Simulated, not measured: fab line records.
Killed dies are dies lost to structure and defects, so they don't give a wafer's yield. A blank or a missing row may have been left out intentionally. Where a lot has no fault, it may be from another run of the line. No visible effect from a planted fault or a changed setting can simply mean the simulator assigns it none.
One fault through the eyes of 2 desks    flow gf180mcu    numbers are kept per desk, each desk with only its own; the story behind them comes last

## DESK OF THE TOOL OWNER: pecvd-01
The tool's own readings at GF_V5_CVD_02 (deposits SiO2 from TEOS, target thk 1450 nm, time 163.28 s): means of the sampled wafers that have a number, for each lot that ran on this tool. If a lot's mean is further than 4 standard deviations from the usual mean, the lot is out of limits and carries the mark OUT (the distance appears in the brackets).
Columns: A = heater_power_w at GF_V5_CVD_02, usual 651 W
lot   first seen here  A
L290  day 26 21:18     534
L288  day 27 00:56     697
L294  day 28 01:49     545
L295  day 28 04:43     722
L298  day 29 05:23     618
L300  day 29 21:01     606
L302  day 30 18:14     589
This desk found nothing out of limits on any of the 7 lots.

## FROM THE METROLOGY DESK
Means of the sampled wafers that have a number, per lot and without regard to the tool the lot ran on: this is what the gauges read. If a lot's mean is further than 4 standard deviations from the usual mean, the lot is out of limits and carries the mark OUT (the distance appears in the brackets).
Columns: A = V5_CVD_02_THK at GF_V5_THK_MEAS_03, usual 1448 nm; B = V5_OVL at GF_V5_OVL_MEAS_15, usual 0 nm
lot   first seen here  A                B
L290  day 26 21:25     1462             -4
L288  day 27 01:02     1459             -3
L289  day 27 02:13     1453             -2
L287  day 27 05:34     1442             -5
L293  day 27 15:14     1432             -6
L294  day 28 01:55     1437             -1
L295  day 28 04:49     1452             -1
L297  day 28 21:38     1449             -4
L298  day 29 05:29     1470             -5
L300  day 29 21:08     1447             3
L302  day 30 18:20     1583 (+6.8) OUT  3
L304  day 30 23:10     1448             -1
L310  day 32 13:14     1443             4
This desk's result: L302 out of limits, first on L302 (V5_CVD_02_THK at GF_V5_THK_MEAS_03), day 30 18:20. Within limits: L290, L288, L289, L287, L293, L294, L295, L297, L298, L300, L304, L310.

## BROUGHT TOGETHER
An alarm was possible from the metrology desk at day 30 18:20, on L302.
Nothing out of limits was seen by the tool owner's desk.
The tool owner's desk has L302 on record, within its limits.
GF_V5_CVD_02 was run on pecvd-01 by each of the lots named.

## WHAT THE SIMULATOR PUT IN
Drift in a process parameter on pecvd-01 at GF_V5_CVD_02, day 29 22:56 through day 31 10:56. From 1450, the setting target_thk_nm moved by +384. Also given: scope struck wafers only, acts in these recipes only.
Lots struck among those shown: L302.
Delay in hours, fault start to first out-of-limits reading, per desk: metrology desk 19.
